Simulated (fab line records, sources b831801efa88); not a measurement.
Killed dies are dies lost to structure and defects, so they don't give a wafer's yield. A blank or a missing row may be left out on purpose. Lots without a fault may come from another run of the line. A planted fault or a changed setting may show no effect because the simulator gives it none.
fab line records | flow sky130
record lots=5 wafers=23
route steps=708 shown METAL4@634 VIA4@639 METAL5@674 PASSIVATION@683
start_h: hours from the record's first day to the start of the lot's first wafer shown | wait_h: hours since the lot's step before | " the same as in the row above | L1.1+2: a row that stands for several wafers | - no value, or no start given | * or withheld: withheld | < > ~ a bound
route shown NAME@n: a module of which the file shows steps, and the number in the route of the first | usual: mean/standard deviation of fault-free wafers | same: alike in all rows | chamber/n: place in a boat | sites: the reading at each site | _std_site: their standard deviation | _edge_site: outer sites' mean less inner sites' | radius_mm: how far each site lies from the wafer's centre | mask NAME#n: copy n | behind: the tool/chamber that last shaped the wafer | hold: why the lot was held/for how many hours/how that ended | device: the transistor (n, p or np) that didn't switch | end of line: the same wafers' tests at the end of the route | a step without rows: its recipe alone | killed: dies lost to structure and defects at the first sort, not the wafer's yield | map: a wafer's dies, x killed, . not, _ none there
set.NAME: the setting as run; set.NAME@STEP: as run at that earlier step | model.NAME: the simulator's own value behind a step, which no gauge read
lots whose settings were changed on purpose; a table a step, a row a wafer
## steps
# step SKY_METAL4_METAL_ETCH_18
# recipe target_depth_a=8450 stop_on=SiO2 over_etch_frac=0.3 time_s=183.1 chemistry=Cl2/BCl3 resist_sidewall_deg=88 pressure_mtorr=10 icp_w=900 bias_w=48.5 Cl2_flow_sccm=60 bcl3_flow_sccm=30
# columns lot.wafer tool chamber start_h wait_h set.time_s model.KrF-thick_of_METAL4_COAT_08.thk_nm
L074.2 rie_metal-01 1 975.66 0.0 183.1 541.4
L074.3 " 0 " " 183.1 534.9
L074.4 " 1 " " 183.1 538.4
L075.1 rie_metal-02 0 982.36 0.0 199.3 480.8
L075.2+3 " 0 " " 183.1 -
L075.5 " 0 " " 199.3 486.2
L075.6 " 0 " " 199.3 -
L080.1 rie_metal-01 1 1022.61 0.0 183.1 529.5
L080.2 " 0 " " 183.1 -
L080.3 " 1 " " 165.3 590.6
L080.4 " 0 " " 165.3 -
L080.5 " 0 " " 165.3 579.4
L083.1 rie_metal-02 0 1044.96 0.0 183.1 521.7
L083.2 " 1 " " 183.1 518.2
L083.3 " 0 " " 167 566.3
L083.5 " 0 " " 167 570.6
L083.6 " 1 " " 183.1 514.2
L085.1 rie_metal-02 0 1060.98 0.0 197.4 476.6
L085.2 " 1 " " 197.4 477.5
L085.3 " 1 " " 183.1 523.5
L085.4 " 0 " " 197.4 476.4
L085.6 " 0 " " 183.1 525.5
# step SKY_METAL4_STRIP_19
# recipe chemistry=O2/N2 power_w=1400 pressure_mtorr=1500 platen_temp_c=withheld o2_flow_sccm=3000 n2_flow_sccm=300 overash_fraction=0.5
# usual oes_product_au=0.504/0.0057 strip_time_to_endpoint_s=6.55/0.08
# columns lot.wafer tool chamber start_h wait_h set.time_s@METAL4_METAL_ETCH_18 oes_product_au strip_time_to_endpoint_s
L074.2 plasma_asher-03 0 975.84 0.1 183.1 0.505 6.67
L074.3 " 0 " " 183.1 0.513 6.61
L074.4 " 1 " " 183.1 0.509 6.66
L075.1 plasma_asher-02 1 982.72 0.3 199.3 0.483 6.07
L075.2 " 0 " " 183.1 0.500 6.60
L075.3 " 0 " " 183.1 0.499 6.55
L075.5 " 1 " " 199.3 0.484 6.13
L075.6 " 0 " " 199.3 0.487 6.09
L080.1 plasma_asher-02 0 1022.79 0.1 183.1 0.508 6.56
L080.2 " 1 " " 183.1 0.499 6.47
L080.3 " 1 " " 165.3 0.536 7.18
L080.4 " 0 " " 165.3 0.526 7.09
L080.5 " 1 " " 165.3 0.522 7.07
L083.1 plasma_asher-03 1 1045.14 0.1 183.1 0.492 6.50
L083.2 " 0 " " 183.1 0.505 6.44
L083.3 " 0 " " 167 0.519 6.92
L083.5 " 1 " " 167 0.521 6.96
L083.6 " 0 " " 183.1 0.497 6.40
L085.1 plasma_asher-03 1 1061.16 0.1 197.4 0.478 6.05
L085.2 " 0 " " 197.4 0.486 6.04
L085.3 " 0 " " 183.1 0.495 6.51
L085.4 " 1 " " 197.4 0.484 6.02
L085.6 " 1 " " 183.1 0.509 6.52
# step SKY_VIA4_HDPCVD_00
# recipe material=SiO2 target_thk_nm=1750 sigma_open_frac=0.3 time_s=291.7 temp_c=400 sih4_flow_sccm=60 pressure_mtorr=6
# columns lot.wafer tool chamber start_h wait_h set.time_s model.SiO2_of_VIA4_HDPCVD_00.thk_nm
L074.2 hdpcvd-01 0 976.96 0.0 291.7 1705
L074.3 " 2 " " 291.7 1733
L074.4 " 1 " " 291.7 1723
L075.1 hdpcvd-01 1 983.35 0.0 248.9 1472
L075.2 " 2 " " 291.7 1769
L075.3 " 0 " " 248.9 1502
L075.5 " 1 " " 291.7 1749
L075.6 " 2 " " 248.9 1497
L080.1 hdpcvd-02 1 1023.48 0.0 271.2 1628
L080.2 " 0 " " 271.2 1638
L080.3 " 2 " " 291.7 1745
L080.4 " 0 " " 271.2 1652
L080.5 " 2 " " 291.7 1735
L083.1 hdpcvd-01 0 1045.75 0.0 248.8 1473
L083.2 " 2 " " 248.8 1499
L083.3 " 1 " " 291.7 1754
L083.5 " 1 " " 291.7 1759
L083.6 " 0 " " 291.7 1734
L085.1 hdpcvd-01 2 1061.83 0.0 265.7 1596
L085.2 " 0 " " 291.7 1771
L085.3 " 1 " " 291.7 -
L085.4 " 0 " " 265.7 -
L085.6 " 2 " " 291.7 1766
# step SKY_VIA4_THK_MEAS_01
# recipe reads=SiO2_of_VIA4_HDPCVD_00
# usual VIA4_HDPCVD_THK=1748/18
# columns lot.wafer tool chamber start_h wait_h set.time_s@VIA4_HDPCVD_00 VIA4_HDPCVD_THK[nm]
L074.2 film_metro-01 - 977.14 0.1 291.7 1705
L074.3 " - " " 291.7 1733
L074.4 " - " " 291.7 1724
L075.1 film_metro-03 - 983.53 0.1 248.9 1472
L075.2 " - " " 291.7 1769
L075.3 " - " " 248.9 1501
L075.5 " - " " 291.7 1749
L075.6 " - " " 248.9 1496
L080.1 film_metro-01 - 1023.66 0.1 271.2 1629
L080.2 " - " " 271.2 1639
L080.3 " - " " 291.7 1744
L080.4 " - " " 271.2 1652
L080.5 " - " " 291.7 1735
L083.1 film_metro-02 - 1045.93 0.1 248.8 1474
L083.2 " - " " 248.8 1499
L083.3 " - " " 291.7 1756
L083.5 " - " " 291.7 1759
L083.6 " - " " 291.7 1735
L085.1 film_metro-03 - 1062.01 0.1 265.7 1596
L085.2 " - " " 291.7 1771
L085.3 " - " " 291.7 1771
L085.4 " - " " 265.7 1604
L085.6 " - " " 291.7 1765
# step SKY_VIA4_SOFTBAKE_07
# recipe temp_c=90 time_s=60 resist=NOVOLAK
# columns lot.wafer tool chamber start_h wait_h set.temp_c
L074.2+3+4 litho_track-01 0 989.06 0.1 90
L075.1+2+5 litho_track-04 0 995.79 0.1 90
L075.3+6 " 0 " " 87.28
L080.1+2+3+4+5 litho_track-04 0 1035.84 0.1 90
L083.1+5+6 litho_track-01 0 1056.74 0.1 91.11
L083.2+3 " 0 " " 90
L085.1+2+3 litho_track-01 0 1072.09 0.1 92.81
L085.4+6 " 0 " " 90
# step SKY_VIA4_EXPOSE_08
# recipe mask_id=VIM4 na=0.6 source_shape=conventional sigma_outer=0.6 polarization=unpolarized target_cd_nm=800 dose_mj=132
# step SKY_VIA4_PEB_09
# recipe temp_c=withheld time_s=* resist=NOVOLAK
# step SKY_VIA4_DEVELOP_10
# recipe resist=NOVOLAK developer=TMAH develop_time_s=60 dev_temp_c=24.02
# columns lot.wafer tool chamber start_h wait_h set.temp_c@VIA4_SOFTBAKE_07 model.NOVOLAK_of_VIA4_COAT_06.thk_nm
L074.2 litho_track-04 0 1000.42 0.1 90 1139
L074.3 " 0 " " 90 1141
L074.4 " 0 " " 90 1143
L075.1 litho_track-02 0 1007.06 0.1 90 1141
L075.2 " 0 " " 90 1142
L075.3 " 0 " " 87.28 1147
L075.5 " 0 " " 90 1143
L075.6 " 0 " " 87.28 1149
L080.1+5 litho_track-04 0 1046.39 0.1 90 1139
L080.2 " 0 " " 90 1140
L080.3 " 0 " " 90 1136
L080.4 " 0 " " 90 1141
L083.1+6 litho_track-01 0 1067.44 0.1 91.11 1139
L083.2+3 " 0 " " 90 1139
L083.5 " 0 " " 91.11 1136
L085.1 litho_track-04 0 1082.84 0.1 92.81 1132
L085.2 " 0 " " 92.81 1134
L085.3 " 0 " " 92.81 1128
L085.4+6 " 0 " " 90 1142
# step SKY_VIA4_CVD_18
# recipe material=W target_thk_nm=505 time_s=152.14 temp_c=400 pressure_torr=40
# columns lot.wafer tool chamber start_h wait_h set.temp_c model.W_of_VIA4_CVD_18.thk_nm
L074.2 cvd_w-01 0 1001.35 0.0 400 504.4
L074.3 " 0 " " 400 503.9
L074.4 " 1 " " 400 500.4
L075.1 cvd_w-01 0 1008.01 0.0 400 498.6
L075.2 " 1 " " 400 504.3
L075.3 " 0 " " 400 505
L075.5 " 0 " " 410.6 605.8
L075.6 " 1 " " 410.6 609.5
L080.1 cvd_w-01 1 1047.49 0.0 400 507.8
L080.2 " 1 " " 400 505
L080.3 " 1 " " 400 513.8
L080.4 " 1 " " 400 503.2
L080.5 " 1 " " 400 503.7
L083.1 cvd_w-01 1 1068.35 0.0 390.8 422.5
L083.2 " 0 " " 400 503.3
L083.3 " 0 " " 390.8 418.7
L083.5 " 1 " " 400 504.9
L083.6 " 0 " " 400 497.3
L085.1 cvd_w-02 0 1083.76 0.0 410.4 603.7
L085.2 " 1 " " 400 502.5
L085.3 " 1 " " 410.4 601.6
L085.4 " 0 " " 410.4 608.3
L085.6 " 0 " " 400 499.5
# step SKY_VIA4_RS_MEAS_19
# recipe thk_meas_gauge=four-point-probe reads=W_of_VIA4_CVD_18+TiN_of_VIA4_SPUTTER_17
# usual VIA4_W_RS=0.2278/0.002
# columns lot.wafer tool chamber start_h wait_h set.temp_c@VIA4_CVD_18 VIA4_W_RS[ohm/sq]
L074.2 film_metro-02 - 1001.52 0.1 400 0.2268
L074.3 " - " " 400 0.2267
L074.4 " - " " 400 0.2286
L075.1 film_metro-03 - 1008.16 0.1 400 0.2288
L075.2 " - " " 400 0.2264
L075.3 " - " " 400 0.2262
L075.5 " - " " 410.6 0.1885
L075.6 " - " " 410.6 0.1871
L080.1 film_metro-03 - 1047.79 0.3 400 0.2249
L080.2 " - " " 400 0.2265
L080.3 " - " " 400 0.2222
L080.4 " - " " 400 0.2269
L080.5 " - " " 400 0.2267
L083.1 film_metro-02 - 1068.50 0.1 390.8 0.2714
L083.2 " - " " 400 0.2270
L083.3 " - " " 390.8 0.2734
L083.5 " - " " 400 0.2269
L083.6 " - " " 400 0.2302
L085.1 film_metro-01 - 1083.91 0.1 410.4 0.1886
L085.2 " - " " 400 0.2274
L085.3 " - " " 410.4 0.1893
L085.4 " - " " 410.4 0.1874
L085.6 " - " " 400 0.2281
# step SKY_VIA4_THK_MEAS_20
# recipe thk_meas_gauge=xrf reads=W_of_VIA4_CVD_18
# usual VIA4_W_THK=492/5.1
# columns lot.wafer tool chamber start_h wait_h set.temp_c@VIA4_CVD_18 VIA4_W_THK[nm]
L074.2 film_metro-02 - 1001.63 0.1 400 491
L074.3 " - " " 400 488
L074.4 " - " " 400 488
L075.1 film_metro-03 - 1008.28 0.1 400 490
L075.2 " - " " 400 496
L075.3 " - " " 400 499
L075.5 " - " " 410.6 593
L075.6 " - " " 410.6 601
L080.1 film_metro-03 - 1047.91 0.1 400 498
L080.2 " - " " 400 498
L080.3 " - " " 400 505
L080.4 " - " " 400 495
L080.5 " - " " 400 497
L083.1 film_metro-02 - 1068.62 0.1 390.8 413
L083.2 " - " " 400 491
L083.3 " - " " 390.8 408
L083.5 " - " " 400 490
L083.6 " - " " 400 483
L085.1 film_metro-01 - 1084.03 0.1 410.4 594
L085.2 " - " " 400 491
L085.3 " - " " 410.4 584
L085.4 " - " " 410.4 595
L085.6 " - " " 400 489
# step SKY_VIA4_CMP_21
# recipe stop_on=SiO2 t_overpolish_s=25 down_force_psi=3.5 platen_rpm=60 target_thk_nm=0 pad_velocity_m_s=0.94248
# usual time_to_endpoint_s=120/3.4
# columns lot.wafer tool chamber start_h wait_h set.temp_c@VIA4_CVD_18 time_to_endpoint_s
L074.4 cmp-02 0 1001.73 0.1 400 124
L074.2 " 1 " " 400 125
L074.3 " 2 " " 400 120
L075.3 cmp-02 1 1008.34 0.0 400 118
L075.1 " 2 " " 400 113
L075.2 " 3 " " 400 117
L075.6 " 1 " " 410.6 146
L075.5 " 2 " " 410.6 139
L080.1 cmp-01 3 1048.01 0.1 400 121
L080.4 " 0 " " 400 126
L080.2 " 1 " " 400 125
L080.3 " 2 " " 400 121
L080.5 " 3 " " 400 119
L083.1 cmp-01 3 1068.68 0.1 390.8 102
L083.2 " 1 " " 400 122
L083.3 " 2 " " 390.8 99
L083.5 " 3 " " 400 119
L083.6 " 0 " " 400 121
L085.4 cmp-02 2 1084.36 0.3 410.4 143
L085.1 " 3 " " 410.4 144
L085.3 " 0 " " 410.4 149
L085.2 " 1 " " 400 126
L085.6 " 2 " " 400 118
# step SKY_METAL5_DEVELOP_13
# recipe resist=NOVOLAK developer=TMAH develop_time_s=60 dev_temp_c=23
# columns lot.wafer tool chamber start_h wait_h set.develop_time_s
L074.2+3+4 litho_track-03 0 1023.55 0.1 60
L075.1+6 litho_track-01 0 1030.74 0.1 53.62
L075.2+3+5 " 0 " " 60
L080.1+2+5 litho_track-01 0 1069.64 0.1 51.25
L080.3+4 " 0 " " 60
L083.1+2+3+5+6 litho_track-03 0 1089.38 0.1 60
L085.1+6 litho_track-02 0 1104.76 0.1 60
L085.2+3+4 " 0 " " 54.01
# step SKY_METAL5_DESCUM_14
# recipe chemistry=O2 source_power_w=150 bias_power_w=0 pressure_mtorr=10 temp_c=40 time_s=11
# columns lot.wafer tool chamber start_h wait_h set.develop_time_s@METAL5_DEVELOP_13 model.METAL5.cd_nm
L074.2+4 rie_metal-03 0,1 1023.68 0.1 60 1602
L074.3 " 0 " " 60 1603
L075.1 rie_metal-04 1 1030.89 0.1 53.62 1612
L075.2 " 0 " " 60 1596
L075.3 " 1 " " 60 1599
L075.5 " 0 " " 60 1597
L075.6 " 1 " " 53.62 1610
L080.1 rie_metal-01 1 1069.79 0.1 51.25 1614
L080.2 " 0 " " 51.25 1617
L080.3 " 1 " " 60 1597
L080.4 " 0 " " 60 1600
L080.5 " 1 " " 51.25 1613
L083.1+2+3+5+6 rie_metal-01 1,0,1,0,1 1089.53 0.1 60 1601
L085.1 rie_metal-04 1 1104.91 0.1 60 1600
L085.2+3 " 0,1 " " 54.01 1609
L085.4 " 0 " " 54.01 1611
L085.6 " 0 " " 60 1598
# step SKY_PASSIVATION_CVD_02
# recipe material=Si3N4 target_thk_nm=540 temp_c=400 time_s=withheld rf_w=450
# columns lot.wafer tool chamber start_h wait_h set.rf_w model.Si3N4_of_PASSIVATION_CVD_02.thk_nm
L074.2 pecvd-03 0 1024.62 0.0 450 541.2
L074.3 " 2 " " 450 534.2
L074.4 " 0 " " 450 550.2
L075.1 pecvd-02 0 1031.86 0.1 494.5 547.4
L075.2 " 1 " " 450 534.7
L075.3 " 2 " " 494.5 553.8
L075.5 " 0 " " 494.5 562.2
L075.6 " 1 " " 450 536.8
L080.1 pecvd-02 1 1070.94 0.1 450 535.6
L080.2 " 2 " " 450 537.4
L080.3 " 2 " " 450 547.6
L080.4 " 2 " " 491.1 562.6
L080.5 " 2 " " 491.1 552.7
L083.1 pecvd-02 1 1090.48 0.1 450 540.9
L083.2 " 0 " " 450 533.8
L083.3 " 2 " " 399.9 516.7
L083.5 " 2 " " 450 538
L083.6 " 1 " " 399.9 528.9
L085.1 pecvd-03 0 1105.85 0.1 450 539.6
L085.2 " 2 " " 450 541.1
L085.3 " 1 " " 498.8 558.3
L085.4 " 0 " " 498.8 564.8
L085.6 " 2 " " 498.8 570.8
# step SKY_PASSIVATION_THK_MEAS_03
# recipe reads=Si3N4_of_PASSIVATION_CVD_02
# usual PASSIVATION_CVD_02_THK=540/6
# columns lot.wafer tool chamber start_h wait_h set.rf_w@PASSIVATION_CVD_02 PASSIVATION_CVD_02_THK[nm]
L074.2 film_metro-04 - 1024.86 - 450 541
L074.3 " - " " 450 534
L074.4 " - " " 450 551
L075.1 film_metro-02 - 1032.09 - 494.5 547
L075.2 " - " " 450 535
L075.3 " - " " 494.5 554
L075.5 " - " " 494.5 562
L075.6 " - " " 450 537
L080.1 film_metro-02 - 1071.50 - 450 536
L080.2 " - " " 450 537
L080.3 " - " " 450 548
L080.4 " - " " 491.1 562
L080.5 " - " " 491.1 553
L083.1 film_metro-02 - 1090.70 - 450 541
L083.2 " - " " 450 534
L083.3 " - " " 399.9 517
L083.5 " - " " 450 538
L083.6 " - " " 399.9 529
L085.1 film_metro-02 - 1106.08 - 450 540
L085.2 " - " " 450 541
L085.3 " - " " 498.8 558
L085.4 " - " " 498.8 565
L085.6 " - " " 498.8 571
## key
split step=SKY_METAL4_METAL_ETCH_18 setting=time_s stated=183.1 by=wafer
response step=SKY_METAL4_METAL_ETCH_18 reading=model.KrF-thick_of_METAL4_COAT_08.thk_nm change=-5.84 per=1% r=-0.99
response step=SKY_METAL4_STRIP_19 reading=oes_product_au change=-0.00231 per=1% r=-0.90
response step=SKY_METAL4_STRIP_19 reading=strip_time_to_endpoint_s change=* per=1% r=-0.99
split step=SKY_VIA4_HDPCVD_00 setting=time_s stated=291.7 by=wafer
response step=SKY_VIA4_HDPCVD_00 reading=model.SiO2_of_VIA4_HDPCVD_00.thk_nm change=+17.9 per=1% r=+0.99
response step=SKY_VIA4_THK_MEAS_01 reading=VIA4_HDPCVD_THK change=+17.9 per=1% r=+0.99
split step=SKY_VIA4_SOFTBAKE_07 setting=temp_c stated=90 by=wafer
response step=SKY_VIA4_DEVELOP_10 reading=model.NOVOLAK_of_VIA4_COAT_06.thk_nm change=-2.62 per=1% r=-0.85
split step=SKY_VIA4_CVD_18 setting=temp_c stated=400 by=wafer
response step=SKY_VIA4_CVD_18 reading=model.W_of_VIA4_CVD_18.thk_nm change=+38.5 per=1% r=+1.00
response step=SKY_VIA4_RS_MEAS_19 reading=VIA4_W_RS change=-0.0162 per=1% r=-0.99
response step=SKY_VIA4_THK_MEAS_20 reading=VIA4_W_THK change=+37.2 per=1% r=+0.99
response step=SKY_VIA4_CMP_21 reading=time_to_endpoint_s change=* per=1% r=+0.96
split step=SKY_METAL5_DEVELOP_13 setting=develop_time_s stated=60 by=wafer
response step=SKY_METAL5_DESCUM_14 reading=model.METAL5.cd_nm change=-1.14 per=1% r=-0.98
split step=SKY_PASSIVATION_CVD_02 setting=rf_w stated=450 by=wafer
response step=SKY_PASSIVATION_CVD_02 reading=model.Si3N4_of_PASSIVATION_CVD_02.thk_nm change=+1.83 per=1% r=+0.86
response step=SKY_PASSIVATION_THK_MEAS_03 reading=PASSIVATION_CVD_02_THK change=+1.81 per=1% r=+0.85
